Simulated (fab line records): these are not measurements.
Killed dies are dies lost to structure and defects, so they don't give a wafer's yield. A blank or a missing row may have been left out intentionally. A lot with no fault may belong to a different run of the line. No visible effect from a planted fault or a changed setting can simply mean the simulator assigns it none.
A struck lot beside a sound one / flow sky130 / 30 out of 708 route steps
Sound: wafers L945.4, L945.5, L945.6. The struck wafers were L957.1, L957.3, L957.4. At the end, the cause is stated.
For every step that has rows: the tool of each side, followed by ch and its chambers, followed by its first start. Under that, the readings that differ: sound wafers / struck wafers / difference of the means / sigmas: that difference in standard deviations of wafers without a fault.
alike: readings with means less than 2 such deviations apart, plus words and numbers identical on both sides. not compared: withheld readings, readings lacking a value on some wafer, bounds such as >300 that could conceal the same value, and numbers that have no deviation in the record and whose values overlap.
A row with sigmas, a row that says differs or no value, or rows on one side alone: a step with any of these is where the two part. Numbers that have no deviation but don't overlap get no sigmas and don't part them. Lack of a reading on every wafer of one side parts them only where that side has two or more wafers.

first, 3 steps without rows for these wafers: SKY_VIA1_STRIP_17 (strips in post etch residue remover, time 1200 s); SKY_VIA1_CLEAN_18 (cleans in IPA, time 180 s); SKY_VIA1_CLEAN_19 (cleans in O3/DIW).
SKY_VIA1_SPUTTER_20: material TiN, target thk 20 nm, time 80 s.
  sound: pvd_sputter-04 at day 36 06:10; struck: pvd_sputter-04 at day 39 20:49
  alike: throttle_valve_pct
SKY_VIA1_CVD_21: deposits W, target thk 270 nm, time 80.902 s.
  sound on cvd_w-02 ch 0,1, day 36 06:16; struck on cvd_w-01 ch 0,1, day 39 20:53
  alike: heater_power_w
SKY_VIA1_RS_MEAS_22: a four-point-probe measurement.
  sound: film_metro-03 at day 36 06:23; struck: film_metro-03 at day 39 20:59
  alike: VIA1_W_RS
SKY_VIA1_THK_MEAS_23: measures by xrf.
  sound: film_metro-03 at day 36 06:28; struck: film_metro-03 at day 39 21:06
  alike: VIA1_W_THK
SKY_VIA1_CMP_24: polishes, stops on SiO2, t overpolish 15 s, target thk 0 nm.
  sound on cmp-01 ch 1,2, day 36 06:30; struck on cmp-02 ch 1,2,3, day 39 21:10
reading=time_to_endpoint_s (s); sound=58 65 61; struck=70 69 67; difference=+7; sigmas=+2
  alike: motor_current_A, overpolish_run_s
then, 4 steps without rows for these wafers: SKY_METAL2_SPUTTER_00 (material Ti, target thk 15 nm, time 10 s); SKY_METAL2_SPUTTER_01 (material TiN, target thk 20 nm, time 16.7 s); SKY_METAL2_SPUTTER_02 (material AlCu, target thk 250 nm, time 13.3 s); SKY_METAL2_SPUTTER_03 (material Ti, target thk 5 nm, time 3.3 s).
SKY_METAL2_SPUTTER_04: material TiN, target thk 70 nm, time 58.3 s.
  sound: pvd_sputter-01 at day 36 06:53; struck: pvd_sputter-01 at day 39 21:33
  alike: throttle_valve_pct
SKY_METAL2_RS_MEAS_05: a four-point-probe measurement.
  sound: film_metro-03 at day 36 07:00; struck: film_metro-01 at day 39 21:36
  alike: METAL2_ALCU_RS
SKY_METAL2_THK_MEAS_06: measures by xrf.
  sound: film_metro-03 at day 36 07:05; struck: film_metro-01 at day 39 21:43
reading=METAL2_ALCU_THK (nm); sound=251 250 250; struck=261 258 258; difference=+9; sigmas=+3
then, 8 steps without rows for these wafers: SKY_METAL2_DEHYDRATE_07 (time 60 s); SKY_METAL2_HMDS_08 (prime time 60 s); SKY_METAL2_COAT_09 (resist thk 60 nm); SKY_METAL2_COAT_10 (resist thk 450 nm); SKY_METAL2_SOFTBAKE_11 (time 90 s); SKY_METAL2_EXPOSE_12 (exposes mask MM2, target cd 140 nm); SKY_METAL2_PEB_13; SKY_METAL2_DEVELOP_14 (develop time 60 s).
SKY_METAL2_CD_MEAS_15: the cd target is 140 nm.
  sound: cd_sem-02 at day 37 09:02; struck: cd_sem-02 at day 40 22:10
  alike: cd_nm
SKY_METAL2_OVL_MEAS_16:
  sound: overlay-02 at day 37 09:07; struck: overlay-02 at day 40 22:17
  alike: METAL2_OVL
SKY_METAL2_DESCUM_17: chemistry O2, time 8 s.
  sound on rie_metal-04 ch 0,1, day 37 09:08; struck on rie_metal-01 ch 0,1, day 40 22:20
  alike: chamber_pressure_mTorr, drypump_motor_current_A, oes_product_au, rf_fwd_power_W
  not compared: rf_hours_counter_h
then, 1 step without rows for these wafers: SKY_METAL2_ETCH_18 (etches BARC in N2/H2, stops on SiO2, time 45.9 s, target depth 60 nm).
SKY_METAL2_METAL_ETCH_19: etches the open film in Cl2/BCl3, stops on SiO2, target depth 360 nm, time 78 s.
  sound on rie_metal-04 ch 0,1, day 37 09:16; struck on rie_metal-01 ch 0,1, day 40 22:25
reading=oes_product_au (a.u.); sound=0.862 0.858 0.852; struck=0.839 0.832 0.834; difference=-0.022; sigmas=-4
  alike: bcl3_flow_sccm, chamber_pressure_mTorr, drypump_motor_current_A, rf_fwd_power_W, throttle_valve_pct
  not compared: rf_hours_counter_h
SKY_METAL2_STRIP_20: strips in O2/N2.
  sound on plasma_asher-03 ch 0,1, day 37 09:21; struck on plasma_asher-01 ch 0,1, day 40 22:31
  alike: chamber_pressure_mTorr, drypump_motor_current_A, oes_product_au, strip_time_to_endpoint_s
  not compared: rf_hours_counter_h
-- the record jumps here: 9 days lie between the struck wafers' starts before and after (it left off in module METAL2 and takes up again in module PAD_OPEN, whose first step shown is number 708 of the route) --
SKY_PAD_OPEN_PROBE_99:
  sound: prober-02 at day 47 16:08; struck: prober-02 at day 50 06:01
  alike: defect_limited_yield, killed_at_M0_to_M3, killed_at_M4_up, killed_at_contacts, killed_at_front_end, killed_at_other, killed_dies, killed_open, killed_short, sort_bin_3_pad_short, sort_bin_5_function, sort_bin_6_memory, sort_n_pass, sort_yield_pct

## WHERE THEY PART
First at SKY_VIA1_CMP_24; last, within this record, at SKY_METAL2_METAL_ETCH_19. Later steps at which nothing parts them and some readings are alike: SKY_METAL2_STRIP_20, SKY_PAD_OPEN_PROBE_99.

WHY: what the simulator had put in
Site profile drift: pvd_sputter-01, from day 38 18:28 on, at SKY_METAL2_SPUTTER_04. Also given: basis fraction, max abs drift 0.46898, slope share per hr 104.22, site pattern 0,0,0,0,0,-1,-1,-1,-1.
